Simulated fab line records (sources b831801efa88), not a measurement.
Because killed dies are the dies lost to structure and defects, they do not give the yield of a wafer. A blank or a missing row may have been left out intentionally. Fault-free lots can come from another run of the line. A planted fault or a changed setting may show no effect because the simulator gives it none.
fab line records	flow sky130
record: lots: 11	wafers: 33	lastDay: 50
route steps=708 shown VIA3@585 METAL4@599 CAP2M@604 PAD_OPEN@708
lots that met no fault: taken from a fault-free run of the same line
startH: the number of hours between the record's first day and the start of the first shown wafer of the lot	waitH: hours since the lot's step before	" repeats the value in the row above	L1.1+2: a single row standing in for several wafers	- either no value or no given start	* or withheld: withheld	< > ~ a bound
route shown NAME@n: names a module that has steps shown in the file, with the first one's number in the route	usual: mean/standard deviation taken from wafers without a fault	same: alike in all rows	chamber/n: place in a boat	sites: per-site readings	_std_site: the standard deviation of these	_edge_site: outer sites' mean less inner sites'	radiusMm: how far each site lies from the wafer's centre	mask NAME#n: copy n	behind: the tool/chamber that last shaped the wafer	hold: what put the lot on hold/how long, in hours/how the hold closed	device: the transistor (n, p or np) that didn't switch	end of line: the route-end tests of the same wafers	a step without rows: its recipe alone	killed: count of dies lost to structure and defects at first sort (not the wafer's yield)	map: the dies of a wafer, with x for killed, . for not killed, _ for no die there
set.NAME: the setting that was run; set.NAME@STEP: the one run at that earlier step	model.NAME: the simulator's own value behind a step, which no gauge read
one table for each step of the route and one row for each wafer, over a sample of lots
services: from which hour (startH, from the record's first day; less than 0 if before it) a tool's chamber was out of use, for how many hours, and why
== steps ==
step: SKY_VIA3_CD_MEAS_12
recipe: targetCdNm: 200
usual: cdNm: 199.6/1.3
lot.wafer	tool	chamber	startH	waitH	cdNm
L594.1	cdSem-01	-	943.87	-	199.2
L594.3	"	-	"	"	199.9
L594.4	"	-	"	"	200.9
L596.2	cdSem-01	-	978.53	-	199.7
L596.3	"	-	"	"	199.5
L596.5	"	-	"	"	201.0
L597.3	cdSem-01	-	979.29	-	200.2
L597.4	"	-	"	"	200.1
L597.6	"	-	"	"	200.3
L600.2	cdSem-01	-	985.37	-	199.1
L600.3	"	-	"	"	199.7
L600.5	"	-	"	"	198.7
L604.1	cdSem-02	-	1012.65	-	197.5
L604.2	"	-	"	"	198.2
L604.6	"	-	"	"	197.7
L609.1	cdSem-01	-	1039.36	-	199.8
L609.2	"	-	"	"	198.5
L609.4	"	-	"	"	198.7
L610.3	cdSem-01	-	1043.96	-	201.5
L610.5	"	-	"	"	199.6
L610.6	"	-	"	"	200.2
L612.1	cdSem-01	-	1064.65	-	198.8
L612.5	"	-	"	"	197.7
L612.6	"	-	"	"	197.9
L613.3	cdSem-02	-	1068.14	-	198.3
L613.5	"	-	"	"	198.7
L613.6	"	-	"	"	198.9
L614.1	cdSem-02	-	1075.61	-	197.3
L614.3	"	-	"	"	198.1
L614.4	"	-	"	"	198.3
L615.1	cdSem-01	-	1079.62	-	198.7
L615.3	"	-	"	"	199.9
L615.5	"	-	"	"	200.7
step: SKY_METAL4_SPUTTER_01
recipe: material: TiN	targetThkNm: 20	powerW: 6500	timeS: 16.7	chamberPressurePa: 0.4
usual: throttleValvePct: 29.9/1.1
lot.wafer	tool	chamber	startH	waitH	throttleValvePct
L594.1	pvdSputter-01	-	945.47	0.0	31.0
L594.3	"	-	"	"	28.3
L594.4	"	-	"	"	29.2
L596.2	pvdSputter-01	-	980.12	0.0	31.0
L596.3	"	-	"	"	29.0
L596.5	"	-	"	"	28.5
L597.3	pvdSputter-03	-	981.26	0.0	29.3
L597.4	"	-	"	"	29.6
L597.6	"	-	"	"	29.9
L600.2	pvdSputter-01	-	986.89	0.0	29.1
L600.3	"	-	"	"	31.1
L600.5	"	-	"	"	28.4
L604.1	pvdSputter-03	-	1014.26	0.0	29.5
L604.2	"	-	"	"	30.2
L604.6	"	-	"	"	30.8
L609.1	pvdSputter-02	-	1040.94	0.0	31.3
L609.2	"	-	"	"	29.1
L609.4	"	-	"	"	28.6
L610.3	pvdSputter-02	-	1045.47	0.0	31.9
L610.5	"	-	"	"	29.2
L610.6	"	-	"	"	31.9
L612.1	pvdSputter-03	-	1066.19	0.0	29.8
L612.5	"	-	"	"	30.9
L612.6	"	-	"	"	29.5
L613.3	pvdSputter-02	-	1069.64	0.0	31.5
L613.5	"	-	"	"	28.6
L613.6	"	-	"	"	31.4
L614.1	pvdSputter-01	-	1077.44	0.0	29.4
L614.3	"	-	"	"	31.1
L614.4	"	-	"	"	28.3
L615.1	pvdSputter-01	-	1081.17	0.0	29.2
L615.3	"	-	"	"	31.2
L615.5	"	-	"	"	31.0
step: SKY_CAP2M_THK_MEAS_01
recipe: reads: SiO2_of_CAP2M_CVD_00
usual: CAP2M_CVD_00_THK: 15.43/0.22
lot.wafer	tool	chamber	startH	waitH	CAP2M_CVD_00_THK[nm]
L594.1	filmMetro-04	-	945.63	-	15.11
L594.3	"	-	"	"	15.40
L594.4	"	-	"	"	15.75
L596.2	filmMetro-02	-	980.28	-	15.50
L596.3	"	-	"	"	15.41
L596.5	"	-	"	"	15.62
L597.3	filmMetro-01	-	981.43	-	15.46
L597.4	"	-	"	"	15.32
L597.6	"	-	"	"	15.64
L600.2	filmMetro-04	-	987.05	-	15.20
L600.3	"	-	"	"	15.12
L600.5	"	-	"	"	15.50
L604.1	filmMetro-01	-	1014.41	-	15.14
L604.2	"	-	"	"	14.94
L604.6	"	-	"	"	15.18
L609.1	filmMetro-02	-	1041.10	-	15.37
L609.2	"	-	"	"	15.27
L609.4	"	-	"	"	15.64
L610.3	filmMetro-02	-	1045.64	-	15.61
L610.5	"	-	"	"	15.80
L610.6	"	-	"	"	15.60
L612.1	filmMetro-02	-	1066.35	-	15.47
L612.5	"	-	"	"	15.68
L612.6	"	-	"	"	15.64
L613.3	filmMetro-04	-	1069.82	-	15.33
L613.5	"	-	"	"	15.41
L613.6	"	-	"	"	15.47
L614.1	filmMetro-01	-	1077.59	-	15.08
L614.3	"	-	"	"	15.10
L614.4	"	-	"	"	15.58
L615.1	filmMetro-01	-	1081.33	-	15.20
L615.3	"	-	"	"	15.15
L615.5	"	-	"	"	15.56
step: SKY_CAP2M_COAT_07
recipe: resist: NOVOLAK	spinRpm: 3000	resistThkNm: 1140
usual: spinSpeedRpm: 2999.9/2.3
lot.wafer	tool	chamber	startH	waitH	spinSpeedRpm
L594.1	lithoTrack-02	0	956.99	0.1	2999.5
L594.3	"	0	"	"	2999.0
L594.4	"	0	"	"	2995.9
L596.2	lithoTrack-01	0	992.20	0.1	3000.5
L596.3	"	0	"	"	3001.2
L596.5	"	0	"	"	3002.5
L597.3	lithoTrack-03	0	993.80	0.1	3002.5
L597.4	"	0	"	"	3001.0
L597.6	"	0	"	"	3002.5
L600.2	lithoTrack-01	0	999.40	0.1	2996.3
L600.3	"	0	"	"	2996.3
L600.5	"	0	"	"	2997.0
L604.1	lithoTrack-02	0	1026.69	0.1	3001.6
L604.2	"	0	"	"	2997.0
L604.6	"	0	"	"	2999.2
L609.1	lithoTrack-01	0	1052.12	0.1	2768.1
L609.2	"	0	"	"	2769.2
L609.4	"	0	"	"	2769.6
L610.3	lithoTrack-01	0	1055.22	0.1	2764.7
L610.5	"	0	"	"	2768.4
L610.6	"	0	"	"	2767.1
L612.1	lithoTrack-03	0	1076.85	0.1	2997.1
L612.5	"	0	"	"	2999.5
L612.6	"	0	"	"	3001.8
L613.3	lithoTrack-02	0	1079.29	0.1	2998.2
L613.5	"	0	"	"	3000.9
L613.6	"	0	"	"	3000.9
L614.1	lithoTrack-02	0	1088.04	0.1	3005.8
L614.3	"	0	"	"	2996.5
L614.4	"	0	"	"	3003.0
L615.1	lithoTrack-02	0	1093.04	0.1	3000.0
L615.3	"	0	"	"	3000.1
L615.5	"	0	"	"	3001.3
step: SKY_CAP2M_STRIP_14
recipe: chemistry: O2/N2	powerW: 1400	pressureMtorr: 1500	platenTempC: withheld	o2FlowSccm: 3000	n2FlowSccm: 300	overashFraction: 0.5
usual: drypumpMotorCurrentA: 5.7/0.5	n2FlowSccm: 299.9/1.4	oesProductAu: 0.711/0.005	stripTimeToEndpointS: 12.62/0.037
same: overashFraction: 0.5
lot.wafer	tool	chamber	startH	waitH	drypumpMotorCurrentA	n2FlowSccm	oesProductAu	rfHoursCounterH	stripTimeToEndpointS
L594.1	plasmaAsher-01	0	969.99	0.1	6.5	298.3	0.712	51	12.64
L594.3	"	0	"	"	6.5	298.5	0.716	-	12.60
L594.4	"	1	"	"	6.1	300.5	0.701	-	12.59
L596.2	plasmaAsher-03	0	1004.27	0.1	4.9	300.5	0.711	118	12.64
L596.3	"	1	"	"	5.9	299.2	0.715	-	12.58
L596.5	"	1	"	"	5.9	300.0	0.708	-	12.59
L597.3	plasmaAsher-02	1	1005.80	0.1	5.4	300.8	0.715	-	12.71
L597.4	"	0	"	"	5.6	301.9	0.725	-	12.68
L597.6	"	0	"	"	5.6	301.6	0.719	-	12.68
L600.2	plasmaAsher-01	0	1010.17	0.1	6.5	299.4	0.702	55	12.61
L600.3	"	1	"	"	6.1	300.1	0.711	-	12.60
L600.5	"	0	"	"	6.5	299.0	0.703	-	12.60
L604.1	plasmaAsher-02	0	1037.19	0.1	5.7	299.7	0.706	95	12.61
L604.2	"	1	"	"	5.4	300.1	0.711	95	12.69
L604.6	"	0	"	"	5.7	300.6	0.717	-	12.62
L609.1	plasmaAsher-02	0	1062.40	0.1	5.7	299.6	0.709	97	13.05
L609.2	"	1	"	"	5.3	299.3	0.712	97	13.08
L609.4	"	1	"	"	5.3	300.5	0.717	-	13.08
L610.3	plasmaAsher-03	1	1067.30	0.1	5.9	299.9	0.712	-	13.13
L610.5	"	1	"	"	5.9	300.9	0.705	-	13.09
L610.6	"	0	"	"	4.9	299.2	0.709	-	13.11
L612.1	plasmaAsher-01	1	1087.25	0.1	6.0	299.9	0.706	62	12.62
L612.5	"	0	"	"	6.5	302.0	0.697	-	12.61
L612.6	"	1	"	"	6.0	300.5	0.705	-	12.71
L613.3	plasmaAsher-02	1	1090.62	0.1	5.4	300.2	0.711	-	12.64
L613.5	"	1	"	"	5.3	298.9	0.712	-	12.62
L613.6	"	0	"	"	5.6	298.6	0.715	-	12.63
L614.1	plasmaAsher-02	0	1098.54	0.1	5.6	300.3	0.711	100	12.65
L614.3	"	0	"	"	5.6	298.8	0.701	-	12.64
L614.4	"	1	"	"	5.3	299.9	0.710	-	12.62
L615.1	plasmaAsher-03	0	1102.32	0.1	4.9	300.9	0.707	4	12.62
L615.3	"	0	"	"	4.9	299.7	0.711	-	12.63
L615.5	"	1	"	"	5.9	298.4	0.708	-	12.68
step: SKY_PAD_OPEN_PROBE_99
usual: defectLimitedYield: 82.4/2.2	killed_at_M0_to_M3: 44/6.8	killed_at_M4_up: 3.1/1.9	killedAtContacts: 25/5.9	killedAtFrontEnd: 15/4.3	killedAtOther: 0.2/0.51	killedDies: 87/11	killedOpen: 47/7.9	killedShort: 39/6.4	sort_bin_3_pad_short: 0.9/0.44	sort_bin_5_function: 10.3/1.5	sort_bin_6_memory: 6.4/1.4	sortNPass: 405/11	sortYieldPct: 82.4/2.2
same: grossDies: 492	killedAtBackSide: 0	sort_bin_4_leakage[%]: 0	sort_bin_8_speed[%]: 0
lot.wafer	tool	chamber	startH	waitH	defectLimitedYield[%]	killed_at_M0_to_M3	killed_at_M4_up	killedAtContacts	killedAtFrontEnd	killedAtOther	killedDies	killedOpen	killedShort	sort_bin_3_pad_short[%]	sort_bin_5_function[%]	sort_bin_6_memory[%]	sortNPass	sortYieldPct[%]
L596.2	prober-01	-	1117.65	0.1	82.1	35	0	31	22	0	88	44	44	1.0	9.3	7.5	404	82.1
L596.3	prober-01	-	1117.70	0.2	82.7	33	4	21	27	0	85	46	39	0.8	8.7	7.7	407	82.7
L596.5	prober-01	-	1117.80	0.2	83.1	33	1	25	23	1	83	43	40	0.6	8.7	7.5	409	83.1
L604.1	prober-01	-	1145.04	0.1	84.1	38	2	27	11	0	78	43	35	0.6	11.2	4.1	414	84.1
L609.1	prober-02	-	1166.08	0.1	79.1	55	4	21	23	0	103	61	42	2.0	11.8	7.1	389	79.1
L609.2	prober-02	-	1166.13	0.1	84.3	39	4	21	13	0	77	38	39	0.8	8.9	5.9	415	84.3
L609.4	prober-02	-	1166.23	0.2	83.3	40	4	23	15	0	82	55	27	0.2	10.2	6.3	410	83.3
killed by level:class
L596.2 LI_CONTACT:geometricParticle:open=11 CONTACT:geometricParticle:short=9 VIA3:geometricParticle:open=7 FIELD_ISO:geometricParticle:short=6 VIA1:geometricParticle:open=6 CONTACT:geometricParticle:open=6 METAL2:geometricParticle:short=6 POLY_GATE:geometricParticle:open=5
L596.3 POLY_GATE:geometricParticle:open=9 LOCAL_INTERCONNECT:geometricParticle:short=7 CONTACT:geometricParticle:open=6 VIA1:geometricParticle:open=6 VIA2:geometricParticle:open=6 FIELD_ISO:geometricParticle:short=5 FIELD_ISO:geometricParticle:open=5 POLY_GATE:geometricParticle:short=4
L596.5 LI_CONTACT:geometricParticle:open=12 FIELD_ISO:geometricParticle:short=8 POLY_GATE:geometricParticle:open=6 VIA1:geometricParticle:short=6 CONTACT:geometricParticle:open=6 CONTACT:geometricParticle:short=5 VIA1:geometricParticle:open=5 METAL2:geometricParticle:short=5
L604.1 LI_CONTACT:geometricParticle:open=15 VIA3:geometricParticle:open=8 VIA2:geometricParticle:open=5 METAL1:geometricParticle:short=5 CONTACT:geometricParticle:open=5 METAL2:geometricParticle:short=4 METAL3:geometricParticle:short=4 POLY_GATE:geometricParticle:short=3
L609.1 VIA1:geometricParticle:open=16 VIA2:geometricParticle:open=13 POLY_GATE:geometricParticle:open=10 VIA1:geometricParticle:short=9 CONTACT:geometricParticle:open=6 FIELD_ISO:geometricParticle:short=5 LI_CONTACT:geometricParticle:open=5 POLY_GATE:geometricParticle:short=4
L609.2 VIA1:geometricParticle:open=12 CONTACT:geometricParticle:open=6 METAL2:geometricParticle:short=6 CONTACT:geometricParticle:short=5 VIA3:geometricParticle:open=5 VIA1:geometricParticle:short=5 POLY_GATE:geometricParticle:short=4 POLY_GATE:geometricParticle:open=4
L609.4 VIA1:geometricParticle:open=14 LI_CONTACT:geometricParticle:open=9 VIA3:geometricParticle:open=7 CONTACT:geometricParticle:open=7 VIA2:geometricParticle:open=5 FIELD_ISO:geometricParticle:open=4 METAL2:geometricParticle:short=4 LOCAL_INTERCONNECT:geometricParticle:short=3
== services ==
tool	chamber	startH	hours	kind
plasmaAsher-03	-	955.61	1.4	repair
plasmaAsher-03	-	967.38	0.8	repair
pvdSputter-01	-	980.41	4.4	repair
pvdSputter-03	1	982.83	-	consumableReplace:kit
pvdSputter-03	1	982.83	18.0	scheduledDown
pvdSputter-03	1	982.83	18.0	ventCycle
pvdSputter-01	2	987.02	-	consumableReplace:kit
pvdSputter-01	2	987.02	18.0	scheduledDown
pvdSputter-01	2	987.02	18.0	ventCycle
pvdSputter-02	-	987.22	1.5	repair
pvdSputter-02	2	1004.26	-	consumableReplace:kit
pvdSputter-02	2	1004.26	18.0	scheduledDown
pvdSputter-02	2	1004.26	18.0	ventCycle
pvdSputter-02	-	1006.35	1.9	repair
pvdSputter-03	-	1045.19	3.9	repair
plasmaAsher-03	-	1055.25	9.0	pm
plasmaAsher-03	0	1055.25	9.0	ventCycle
plasmaAsher-03	1	1055.25	9.0	ventCycle
plasmaAsher-03	0	1064.25	-	clean
plasmaAsher-01	-	1075.31	0.6	repair
plasmaAsher-02	-	1077.12	2.8	pm
pvdSputter-01	1	1081.30	-	consumableReplace:kit
pvdSputter-01	1	1081.30	18.0	scheduledDown
pvdSputter-01	1	1081.30	18.0	ventCycle
== key ==
firstSign: step: SKY_CAP2M_COAT_07	reading: spinSpeedRpm	direction: down	sigmas: 99+	usual: 2999.9	struck: 2767.8
effect: step: SKY_CAP2M_STRIP_14	reading: stripTimeToEndpointS	direction: up	sigmas: 13	usual: *	struck: *
metAt SKY_CAP2M_COAT_07
struckLots L609,L610
notActingAt SKY_VIA3_CD_MEAS_12,SKY_METAL4_SPUTTER_01,SKY_CAP2M_THK_MEAS_01
onsetBetween 999.40 1052.12
fault: kind: processParameterDrift	tool: lithoTrack-01	chamber: -	onsetH: 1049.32	steps: SKY_CAP2M_COAT_07	channel: spinRpm	offset: -231.38	shape: step	endH: 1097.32	actsIn: theseRecipesOnly	stated: 3000
